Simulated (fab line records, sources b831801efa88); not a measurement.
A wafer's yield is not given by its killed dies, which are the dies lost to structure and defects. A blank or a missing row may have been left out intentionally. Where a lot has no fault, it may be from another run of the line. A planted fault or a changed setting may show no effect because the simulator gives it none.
Which tool was responsible? :: flow gf180mcu :: Sampling: 12 lots, 35 wafers, 3 of 602 route steps

## WHAT EACH GAUGE READ, for each wafer
GF_VT_IMPLANT_OVL_MEAS_29.
lot: L240
measured: day 6 20:31
on: overlay-02
VT_IMPLANT_02_OVL (nm): 2.4 0.2 0.2

lot: L241
measured: day 7 01:09
on: overlay-01
VT_IMPLANT_02_OVL (nm): 1.6 1.2 1.6

lot: L242
measured: day 7 09:01
on: overlay-02
VT_IMPLANT_02_OVL (nm): 0.4 -1.1 -0.7

lot: L243
measured: day 7 14:46
on: overlay-01
VT_IMPLANT_02_OVL (nm): 1.9 1.3 1.7

lot: L246
measured: day 8 10:04
on: overlay-01
VT_IMPLANT_02_OVL (nm): 0.7 2.3 -0.2

lot: L251
measured: day 10 03:54
on: overlay-02
VT_IMPLANT_02_OVL (nm): -4.4 -3.1

lot: L254
measured: day 10 17:16
on: overlay-01
VT_IMPLANT_02_OVL (nm): -4.1 -1.2 -2.7

lot: L256
measured: day 11 11:27
on: overlay-01
VT_IMPLANT_02_OVL (nm): -2.1 -2.0 -1.4

lot: L259
measured: day 12 04:03
on: overlay-02
VT_IMPLANT_02_OVL (nm): 1.9 2.0 2.7

lot: L261
measured: day 12 12:31
on: overlay-01
VT_IMPLANT_02_OVL (nm): -0.3 0.2 0.4

lot: L262
measured: day 12 20:35
on: overlay-02
VT_IMPLANT_02_OVL (nm): 2.2 2.0 1.2

lot: L263
measured: day 13 01:40
on: overlay-02
VT_IMPLANT_02_OVL (nm): 0.5 -0.4 0.0

GF_VT_IMPLANT_RS_MEAS_47: a four-point-probe measurement.
lot: L240
measured: day 7 12:30
on: filmMetro-04
NWELL_RS (ohm/sq): 484.6 485.7 487.2

lot: L241
measured: day 7 18:14
on: filmMetro-04
NWELL_RS (ohm/sq): 487.8 487.2 487.1

lot: L242
measured: day 8 01:47
on: filmMetro-04
NWELL_RS (ohm/sq): 488.6 487.7 488.5

lot: L243
measured: day 8 07:29
on: filmMetro-01
NWELL_RS (ohm/sq): 487.3 486.8 486.3

lot: L246
measured: day 9 03:19
on: filmMetro-01
NWELL_RS (ohm/sq): 489.1 487.5 487.9

lot: L251
measured: day 10 22:05
on: filmMetro-01
NWELL_RS (ohm/sq): 487.2 488.0

lot: L254
measured: day 11 12:22
on: filmMetro-04
NWELL_RS (ohm/sq): 485.6 484.3 485.3

lot: L256
measured: day 12 07:26
on: filmMetro-04
NWELL_RS (ohm/sq): 488.2 488.2 489.1

lot: L259
measured: day 12 23:26
on: filmMetro-02
NWELL_RS (ohm/sq): 489.1 488.8 490.2

lot: L261
measured: day 13 09:11
on: filmMetro-04
NWELL_RS (ohm/sq): 488.3 489.0 487.9

lot: L262
measured: day 13 17:25
on: filmMetro-01
NWELL_RS (ohm/sq): 487.7 486.7 486.4

lot: L263
measured: day 13 21:37
on: filmMetro-04
NWELL_RS (ohm/sq): 487.7 486.4 489.5

GF_POLY_GATE_THK_MEAS_01.
lot: L240
measured: day 8 11:31
on: filmMetro-02
POLY_GATE_CVD_00_THK (nm): 198.0 198.7 196.4

lot: L241
measured: day 8 16:37
on: filmMetro-03
POLY_GATE_CVD_00_THK (nm): 202.5 200.7 202.9

lot: L242
measured: day 8 23:35
on: filmMetro-04
POLY_GATE_CVD_00_THK (nm): 197.0 196.1 197.5

lot: L243
measured: day 9 07:25
on: filmMetro-03
POLY_GATE_CVD_00_THK (nm): 201.1 200.2 201.0

lot: L246
measured: day 10 02:51
on: filmMetro-03
POLY_GATE_CVD_00_THK (nm): 200.3 201.6 199.9

lot: L251
measured: day 11 21:32
on: filmMetro-03
POLY_GATE_CVD_00_THK (nm): 200.4 203.0

lot: L254
measured: day 12 13:31
on: filmMetro-03
POLY_GATE_CVD_00_THK (nm): 199.6 199.7 200.5

lot: L256
measured: day 13 08:00
on: filmMetro-02
POLY_GATE_CVD_00_THK (nm): 198.3 201.0 200.5

lot: L259
measured: day 13 23:36
on: filmMetro-02
POLY_GATE_CVD_00_THK (nm): 201.7 201.5 200.8

lot: L261
measured: day 14 12:59
on: filmMetro-02
POLY_GATE_CVD_00_THK (nm): 201.4 200.8 200.8

lot: L262
measured: day 14 19:30
on: filmMetro-04
POLY_GATE_CVD_00_THK (nm): 201.6 200.9 200.1

lot: L263
measured: day 15 01:54
on: filmMetro-02
POLY_GATE_CVD_00_THK (nm): 198.3 200.1 199.3

## WHICH TOOL RAN EACH LOT (tool, then ch and the chambers of the sampled wafers, then the start)
The record shows no process step preceding these readings.

## AS READ BY THE TOOLS THEMSELVES (means over the sampled wafers that have a number; for cases with no such wafer, the mark the record gives instead)
The record holds no such reading with a usual standard deviation.

## THE ANSWER, worked out from the rows above alone
Rule: the usual values come from the lots themselves. Put in order of their means at a reading, lots are off if they are a third of the lots or fewer, leave a main group of 4 or more, and stand apart from it by a gap of 3 or more times the standard deviation of the main group's means; of several such gaps the widest counts. The tables above print the reading to a certain number of digits; a main group whose means all agree to those digits is not used. Also off: a lot with no number at a reading for which 4 or more lots have one. All remaining lots with rows at the step are treated as sound. Order of review: gauges by route order, followed by the tools' own readings, for which a lot's mean as printed above is used. At the first step where some lot is off, the reading lying furthest off is the one used; lots without a number count as furthest.
No lot is off at any reading shown: from this, nothing can be told.

## WHAT THE SIMULATOR HAD PUT IN
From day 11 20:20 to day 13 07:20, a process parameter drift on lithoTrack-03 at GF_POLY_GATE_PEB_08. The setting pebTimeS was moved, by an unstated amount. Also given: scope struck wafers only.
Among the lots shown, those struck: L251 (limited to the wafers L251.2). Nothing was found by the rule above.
